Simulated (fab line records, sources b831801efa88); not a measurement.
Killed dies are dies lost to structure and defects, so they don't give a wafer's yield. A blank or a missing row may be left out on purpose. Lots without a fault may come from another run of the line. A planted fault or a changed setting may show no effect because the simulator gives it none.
Which tool did it? | flow gf180mcu | 11 lots, 33 wafers sampled, at 2 steps of a route of 602

WHAT THE GAUGES READ, wafer by wafer
GF_V2_RS_MEAS_24: measures by four-point-probe.
lot  | measured     | on            | V2_W_RS (ohm/sq)
L663 | day 20 04:17 | film_metro-01 | 0.3197 0.3220 0.3229
L664 | day 20 13:53 | film_metro-04 | 0.3285 0.3303 0.3323
L666 | day 21 11:25 | film_metro-04 | 0.3256 0.3326 0.3283
L671 | day 23 10:19 | film_metro-01 | 0.3948 0.3215 0.3301
L672 | day 23 22:55 | film_metro-04 | 0.4006 0.3257 0.4016
L674 | day 24 09:52 | film_metro-03 | 0.3275 0.3284 0.3294
L682 | day 26 22:33 | film_metro-03 | 0.3291 0.3239 0.3239
L683 | day 27 06:23 | film_metro-01 | 0.3326 0.3333 0.3300
L684 | day 27 14:49 | film_metro-01 | 0.3329 0.3300 0.3248
L685 | day 27 19:01 | film_metro-04 | 0.3342 0.3290 0.3287
L686 | day 27 21:04 | film_metro-03 | 0.3263 0.3287 0.3316

WHICH TOOL RAN EACH LOT (tool, then ch and the chambers of the sampled wafers, then the start)
lot  | GF_V2_CVD_23
L663 | cvd_w-01 ch 1, day 20 04:09
L664 | cvd_w-02 ch 0,1, day 20 13:46
L666 | cvd_w-01 ch 0,1, day 21 11:18
L671 | cvd_w-01 ch 0,1, day 23 10:11
L672 | cvd_w-01 ch 0,1, day 23 22:48
L674 | cvd_w-02 ch 0,1, day 24 09:44
L682 | cvd_w-02 ch 0,1, day 26 22:26
L683 | cvd_w-02 ch 0,1, day 27 06:16
L684 | cvd_w-02 ch 0,1, day 27 14:42
L685 | cvd_w-02 ch 0,1, day 27 18:53
L686 | cvd_w-02 ch 0,1, day 27 20:55
- GF_V2_CVD_23: deposits W, target thk 350 nm, time 104.94 s.

THE ANSWER, worked out from the rows above alone
Rule: what is usual is taken from the lots themselves. Put in order of their means at a reading, lots are off if they are a third of the lots or fewer, leave a main group of 4 or more, and stand apart from it by a gap of 3 or more times the standard deviation of the main group's means; of several such gaps the widest counts. A main group whose means are all the same, to the digits that the tables above print for the reading, isn't used. A lot without any number at a reading at which 4 lots or more have one is off too. The other lots that the step has rows for count as sound.
Off: L671, L672, at GF_V2_RS_MEAS_24 (V2_W_RS). The main group: mean 0.3284 ohm/sq, standard deviation 0.0029.
A tool fits if, at a process step before that reading, it ran every lot that is off, and no sound lot after the first of them. The gauges at GF_V2_RS_MEAS_24 are tried like those tools. One fits: cvd_w-01 at GF_V2_CVD_23. Its last sound lot is L666 (day 21 11:18), its first lot that is off L671 (day 23 10:11): a fault that began between those two fits.

WHAT THE SIMULATOR HAD PUT IN
Process parameter drift: cvd_w-01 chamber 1, from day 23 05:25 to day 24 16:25, at GF_V2_CVD_23. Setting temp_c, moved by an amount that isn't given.
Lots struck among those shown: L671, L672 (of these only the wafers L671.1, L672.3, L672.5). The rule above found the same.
